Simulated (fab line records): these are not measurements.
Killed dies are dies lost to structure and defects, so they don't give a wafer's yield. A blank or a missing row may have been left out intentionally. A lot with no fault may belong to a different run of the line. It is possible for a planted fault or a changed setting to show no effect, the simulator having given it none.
Which tool is to blame? + flow sky130 + Sampling: 24 lots, 72 wafers, 6 of 708 route steps

== WHAT THE GAUGES READ, wafer by wafer ==
SKY_NWELL_TW_MEAS_26. Usual: NWELL_2_TW 495, standard deviation 5.2.
| lot  | measured     | on            | NWELL_2_TW  | flag |
|------|--------------|---------------|-------------|------|
| L074 | day 5 04:20  | film metro-04 | 491 489 489 |      |
| L075 | day 5 12:04  | film metro-01 | 496 496 498 |      |
| L076 | day 5 18:20  | film metro-01 | 496 495 499 |      |
| L077 | day 5 22:46  | film metro-01 | 498 498 499 |      |
| L078 | day 6 07:06  | film metro-01 | 498 499 495 |      |
| L079 | day 6 11:23  | film metro-01 | 499 497 498 |      |
| L080 | day 6 20:00  | film metro-01 | 499 501 503 |      |
| L081 | day 7 02:46  | film metro-04 | 486 485 487 |      |
| L082 | day 7 06:40  | film metro-01 | 495 497 496 |      |
| L083 | day 7 12:10  | film metro-01 | 500 498 498 |      |
| L084 | day 7 19:49  | film metro-01 | 499 495 501 |      |
| L085 | day 8 01:30  | film metro-01 | 497 493 494 |      |
| L086 | day 8 07:30  | film metro-04 | 488 489 489 |      |
| L087 | day 8 11:53  | film metro-04 | 490 486 487 |      |
| L088 | day 8 16:59  | film metro-04 | 490 488 493 |      |
| L089 | day 8 23:40  | film metro-01 | 496 495 497 |      |
| L090 | day 9 07:57  | film metro-01 | 501 501 500 |      |
| L091 | day 9 14:04  | film metro-04 | 486 489 489 |      |
| L092 | day 9 19:53  | film metro-01 | 503 501 499 |      |
| L093 | day 10 03:48 | film metro-01 | 497 497 498 |      |
| L094 | day 10 09:11 | film metro-03 | 498 495 495 |      |
| L095 | day 10 13:20 | film metro-03 | 496 498 498 |      |
| L096 | day 10 19:01 | film metro-04 | 487 488 486 |      |
| L097 | day 11 10:47 | film metro-04 | 486 488 487 |      |

SKY_VT_ADJUST_HVTR_CD_MEAS_07: the cd target is 380 nm. Usual: cd nm at 381.0 nm, with a standard deviation of 2.5.
| lot  | measured     | on        | cd nm (nm)        | flag |
|------|--------------|-----------|-------------------|------|
| L074 | day 9 06:14  | cd sem-01 | 377.9 377.7 378.4 |      |
| L075 | day 9 14:26  | cd sem-01 | 383.0 382.6 383.3 |      |
| L076 | day 9 23:33  | cd sem-02 | 381.8 380.4 381.3 |      |
| L077 | day 10 05:54 | cd sem-01 | 378.7 380.2 377.1 |      |
| L078 | day 10 14:26 | cd sem-02 | 377.4 377.9 377.7 |      |
| L079 | day 10 22:10 | cd sem-02 | 381.3 382.1 380.9 |      |
| L080 | day 11 08:35 | cd sem-02 | 382.7 380.9 382.0 |      |
| L081 | day 11 16:13 | cd sem-02 | 387.3 383.3 384.8 |      |
| L082 | day 11 22:46 | cd sem-02 | 384.8 384.1 382.6 |      |
| L083 | day 12 04:14 | cd sem-02 | 381.7 378.3 379.1 |      |
| L084 | day 12 12:11 | cd sem-01 | 378.8 378.2 376.5 |      |
| L085 | day 12 20:07 | cd sem-02 | 380.1 380.2 384.4 |      |
| L086 | day 13 04:22 | cd sem-01 | 382.2 381.2 380.7 |      |
| L087 | day 13 08:13 | cd sem-01 | 383.9 379.8 382.8 |      |
| L088 | day 13 15:11 | cd sem-02 | 383.5 383.3 381.3 |      |
| L089 | day 13 23:12 | cd sem-02 | 379.4 378.3 378.8 |      |
| L090 | day 14 08:34 | cd sem-01 | 384.0 380.9 382.7 |      |
| L091 | day 14 16:09 | cd sem-02 | 380.9 379.8 380.2 |      |
| L092 | day 14 22:03 | cd sem-02 | 378.3 379.8 379.9 |      |
| L093 | day 15 08:29 | cd sem-02 | 382.3 379.0 379.0 |      |
| L094 | day 15 16:27 | cd sem-01 | 383.3 384.0 381.9 |      |
| L095 | day 15 20:57 | cd sem-01 | 384.7 385.0 383.9 |      |
| L096 | day 16 04:05 | cd sem-02 | 375.3 376.0 376.3 |      |
| L097 | day 16 22:24 | cd sem-01 | 377.9 381.5 380.3 |      |

SKY_LDD_N_TW_MEAS_17. Usual: LDD_N_TW 2573, standard deviation 25.
| lot  | measured     | on            | LDD_N_TW       | flag |
|------|--------------|---------------|----------------|------|
| L074 | day 17 11:54 | film metro-04 | 2546 2543 2551 |      |
| L075 | day 17 21:22 | film metro-02 | 2596 2595 2609 |      |
| L076 | day 18 14:44 | film metro-02 | 2596 2602 2602 |      |
| L077 | day 18 15:58 | film metro-02 | 2597 2595 2585 |      |
| L078 | day 19 04:46 | film metro-04 | 2559 2540 2564 |      |
| L079 | day 19 20:05 | film metro-01 | 2569 2576 2584 |      |
| L080 | day 20 05:27 | film metro-04 | 2527 2530 2547 |      |
| L081 | day 20 14:25 | film metro-02 | 2621 2613 2602 |      |
| L082 | day 20 19:47 | film metro-04 | 2538 2550 2534 |      |
| L083 | day 21 04:32 | film metro-02 | 2623 2610 2618 |      |
| L084 | day 21 14:51 | film metro-02 | 2617 2616 2607 |      |
| L085 | day 22 02:08 | film metro-04 | 2551 2567 2544 |      |
| L086 | day 22 11:42 | film metro-04 | 2548 2548 2560 |      |
| L087 | day 22 13:40 | film metro-04 | 2548 2550 2551 |      |
| L088 | day 23 04:50 | film metro-01 | 2573 2582 2580 |      |
| L089 | day 23 07:22 | film metro-04 | 2559 2543 2558 |      |
| L090 | day 23 12:01 | film metro-02 | 2598 2601 2608 |      |
| L091 | day 24 03:17 | film metro-02 | 2591 2581 2580 |      |
| L092 | day 24 09:52 | film metro-01 | 2577 2577 2579 |      |
| L093 | day 24 20:48 | film metro-02 | 2580 2575 2593 |      |
| L094 | day 25 02:27 | film metro-01 | 2544 2566 2559 |      |
| L095 | day 25 20:49 | film metro-01 | 2551 2551 2557 |      |
| L096 | day 25 22:50 | film metro-01 | 2556 2556 2549 |      |
| L097 | day 26 08:01 | film metro-01 | 2568 2568 2555 |      |

SKY_METAL1_THK_MEAS_06: measures by xrf. Usual: METAL1_ALCU_THK 251.8 nm, standard deviation 2.6.
| lot  | measured     | on            | METAL1_ALCU_THK (nm) | flag |
|------|--------------|---------------|----------------------|------|
| L074 | day 31 10:46 | film metro-03 | 252.7 254.1 255.3    |      |
| L075 | day 31 19:05 | film metro-01 | 251.2 250.5 250.7    |      |
| L076 | day 32 13:08 | film metro-04 | 256.5 256.2 256.6    |      |
| L077 | day 32 14:11 | film metro-04 | 255.0 252.6 254.2    |      |
| L078 | day 32 23:22 | film metro-04 | 252.8 250.7 252.9    |      |
| L079 | day 33 11:03 | film metro-01 | 252.6 252.3 250.7    |      |
| L080 | day 33 20:50 | film metro-03 | 249.7 252.9 251.2    |      |
| L081 | day 34 04:13 | film metro-01 | 253.8 253.3 254.9    |      |
| L082 | day 34 10:56 | film metro-01 | 244.0 248.7 248.5    |      |
| L083 | day 34 14:08 | film metro-03 | 254.2 252.7 254.2    |      |
| L084 | day 35 01:03 | film metro-03 | 250.7 249.6 251.2    |      |
| L085 | day 35 10:39 | film metro-01 | 253.2 246.8 251.0    |      |
| L086 | day 35 19:21 | film metro-01 | 252.9 253.6 252.3    |      |
| L087 | day 35 20:13 | film metro-03 | 251.8 252.5 251.6    |      |
| L088 | day 36 10:18 | film metro-01 | 247.0 246.0 250.3    |      |
| L089 | day 36 13:26 | film metro-01 | 249.9 251.6 249.8    |      |
| L090 | day 36 16:52 | film metro-03 | 252.1 250.0 250.4    |      |
| L091 | day 37 04:53 | film metro-01 | 246.9 252.1 246.8    |      |
| L092 | day 37 10:46 | film metro-03 | 253.4 251.6 251.8    |      |
| L093 | day 37 19:40 | film metro-04 | 250.8 253.0 252.9    |      |
| L094 | day 37 23:59 | film metro-01 | 246.8 247.5 250.9    |      |
| L095 | day 38 17:08 | film metro-03 | 249.6 248.8 249.4    |      |
| L096 | day 38 20:46 | film metro-03 | 254.3 255.7 253.6    |      |
| L097 | day 39 03:59 | film metro-03 | 255.0 253.1 252.1    |      |

SKY_CAPM_THK_MEAS_04: measures by xrf. Usual: CAPM_TIN_THK 202.2 nm, standard deviation 2.3.
| lot  | measured     | on            | CAPM_TIN_THK (nm) | flag |
|------|--------------|---------------|-------------------|------|
| L074 | day 36 03:26 | film metro-03 | 197.9 198.3 198.7 |      |
| L075 | day 36 12:12 | film metro-01 | 200.8 201.2 200.6 |      |
| L076 | day 37 05:23 | film metro-01 | 195.6 199.2 199.3 |      |
| L077 | day 37 06:20 | film metro-04 | 203.0 203.9 204.1 |      |
| L078 | day 37 15:59 | film metro-04 | 203.8 199.0 201.6 |      |
| L079 | day 38 02:20 | film metro-03 | 203.9 203.7 201.5 |      |
| L080 | day 38 12:19 | film metro-01 | 201.1 199.3 199.2 |      |
| L081 | day 38 19:59 | film metro-01 | 201.0 202.8 201.1 |      |
| L082 | day 39 01:33 | film metro-01 | 203.1 201.9 204.2 |      |
| L083 | day 39 05:04 | film metro-03 | 201.1 204.2 204.0 |      |
| L084 | day 39 16:01 | film metro-03 | 201.2 201.9 200.4 |      |
| L085 | day 40 01:04 | film metro-01 | 203.7 202.7 204.1 |      |
| L086 | day 40 08:28 | film metro-03 | 201.4 203.7 203.6 |      |
| L087 | day 40 08:39 | film metro-03 | 198.9 198.9 201.4 |      |
| L088 | day 40 20:31 | film metro-03 | 200.5 198.2 200.8 |      |
| L089 | day 40 23:50 | film metro-03 | 203.7 205.1 203.3 |      |
| L090 | day 41 05:02 | film metro-03 | 204.7 203.4 205.3 |      |
| L091 | day 41 15:26 | film metro-03 | 205.1 205.3 203.0 |      |
| L092 | day 41 19:22 | film metro-03 | 203.8 201.5 202.4 |      |
| L093 | day 42 04:37 | film metro-03 | 204.1 203.3 201.0 |      |
| L094 | day 42 09:38 | film metro-01 | 202.3 197.7 203.3 |      |
| L095 | day 42 23:37 | film metro-03 | 203.9 204.3 205.1 |      |
| L096 | day 43 03:32 | film metro-01 | 201.9 204.6 204.2 |      |
| L097 | day 43 09:01 | film metro-01 | 204.1 206.5 204.7 |      |

== EACH LOT AND THE TOOL THAT RAN IT (in order: tool; ch and the chambers of the sampled wafers; start) ==
| lot  | SKY_VT_ADJUST_LVTN_STRIP_20          |
|------|--------------------------------------|
| L074 | plasma asher-04 ch 0,1, day 7 12:40  |
| L075 | plasma asher-04 ch 0,1, day 7 20:37  |
| L076 | plasma asher-04 ch 0,1, day 8 03:38  |
| L077 | plasma asher-03 ch 0,1, day 8 09:34  |
| L078 | plasma asher-03 ch 0,1, day 8 18:42  |
| L079 | plasma asher-01 ch 1, day 9 00:40    |
| L080 | plasma asher-01 ch 0,1, day 9 10:26  |
| L081 | plasma asher-01 ch 0,1, day 9 17:51  |
| L082 | plasma asher-03 ch 0,1, day 9 23:15  |
| L083 | plasma asher-01 ch 0,1, day 10 05:39 |
| L084 | plasma asher-01 ch 0,1, day 10 12:35 |
| L085 | plasma asher-01 ch 1, day 10 20:27   |
| L086 | plasma asher-01 ch 0, day 11 03:10   |
| L087 | plasma asher-03 ch 0, day 11 08:05   |
| L088 | plasma asher-03 ch 0,1, day 11 13:36 |
| L089 | plasma asher-03 ch 0,1, day 11 20:41 |
| L090 | plasma asher-04 ch 0,1, day 12 04:43 |
| L091 | plasma asher-01 ch 0,1, day 12 12:59 |
| L092 | plasma asher-03 ch 0,1, day 12 18:25 |
| L093 | plasma asher-01 ch 0,1, day 13 04:37 |
| L094 | plasma asher-03 ch 0, day 13 11:27   |
| L095 | plasma asher-01 ch 1, day 13 15:15   |
| L096 | plasma asher-03 ch 0,1, day 13 22:19 |
| L097 | plasma asher-01 ch 0,1, day 14 15:34 |
- SKY_VT_ADJUST_LVTN_STRIP_20: strips in O2/N2.

== AS READ BY THE TOOLS THEMSELVES (means over the sampled wafers that have a number; for cases with no such wafer, the mark the record gives instead) ==
SKY_VT_ADJUST_LVTN_STRIP_20. Usual: drypump motor current A 5.6 A, standard deviation 0.42; oes product au 0.715 a.u., standard deviation 0.0047; strip time to endpoint s 14.17 s, standard deviation 0.042.
| lot  | tool            | drypump motor current A (A) | oes product au (a.u.) | strip time to endpoint s (s) | flag |
|------|-----------------|-----------------------------|-----------------------|------------------------------|------|
| L074 | plasma asher-04 | 5.4                         | 0.714                 | 14.17                        |      |
| L075 | plasma asher-04 | 5.2                         | 0.716                 | 14.19                        |      |
| L076 | plasma asher-04 | 5.2                         | 0.712                 | 14.18                        |      |
| L077 | plasma asher-03 | 5.6                         | 0.713                 | 14.15                        |      |
| L078 | plasma asher-03 | 5.6                         | 0.716                 | 14.18                        |      |
| L079 | plasma asher-01 | 6.1                         | 0.713                 | 14.10                        |      |
| L080 | plasma asher-01 | 5.7                         | 0.717                 | 14.19                        |      |
| L081 | plasma asher-01 | 5.5                         | 0.721                 | 14.17                        |      |
| L082 | plasma asher-03 | 5.9                         | 0.717                 | 14.25                        |      |
| L083 | plasma asher-01 | 5.7                         | 0.719                 | 14.10                        |      |
| L084 | plasma asher-01 | 5.8                         | 0.710                 | 14.15                        |      |
| L085 | plasma asher-01 | 6.0                         | 0.717                 | 14.16                        |      |
| L086 | plasma asher-01 | 5.2                         | 0.720                 | 14.17                        |      |
| L087 | plasma asher-03 | 6.1                         | 0.717                 | 14.18                        |      |
| L088 | plasma asher-03 | 5.8                         | 0.712                 | 14.17                        |      |
| L089 | plasma asher-03 | 5.9                         | 0.718                 | 14.25                        |      |
| L090 | plasma asher-04 | 5.4                         | 0.715                 | 14.13                        |      |
| L091 | plasma asher-01 | 5.8                         | 0.717                 | 14.16                        |      |
| L092 | plasma asher-03 | 5.6                         | 0.713                 | 14.16                        |      |
| L093 | plasma asher-01 | 5.8                         | 0.718                 | 14.18                        |      |
| L094 | plasma asher-03 | 6.1                         | 0.715                 | 14.18                        |      |
| L095 | plasma asher-01 | 6.1                         | 0.713                 | 14.15                        |      |
| L096 | plasma asher-03 | 5.6                         | 0.715                 | 14.18                        |      |
| L097 | plasma asher-01 | 5.5                         | 0.718                 | 14.16                        |      |

== THE ANSWER, worked out from the rows above alone ==
Rule: lot off if the mean of its wafers having a number is beyond 3 standard deviations from the usual mean. Also off: a lot with no number at a reading for which 4 or more lots have one. Where the step has rows for the other lots, those lots are counted as sound. First the gauges in route order, then the tools' own readings, where a lot's mean is used as printed above. At the first step where some lot is off, the reading lying furthest off is the one used; lots without a number count as furthest.
Nothing can be told from this: no lot is off at any reading shown.

== WHAT WAS PUT IN BY THE SIMULATOR ==
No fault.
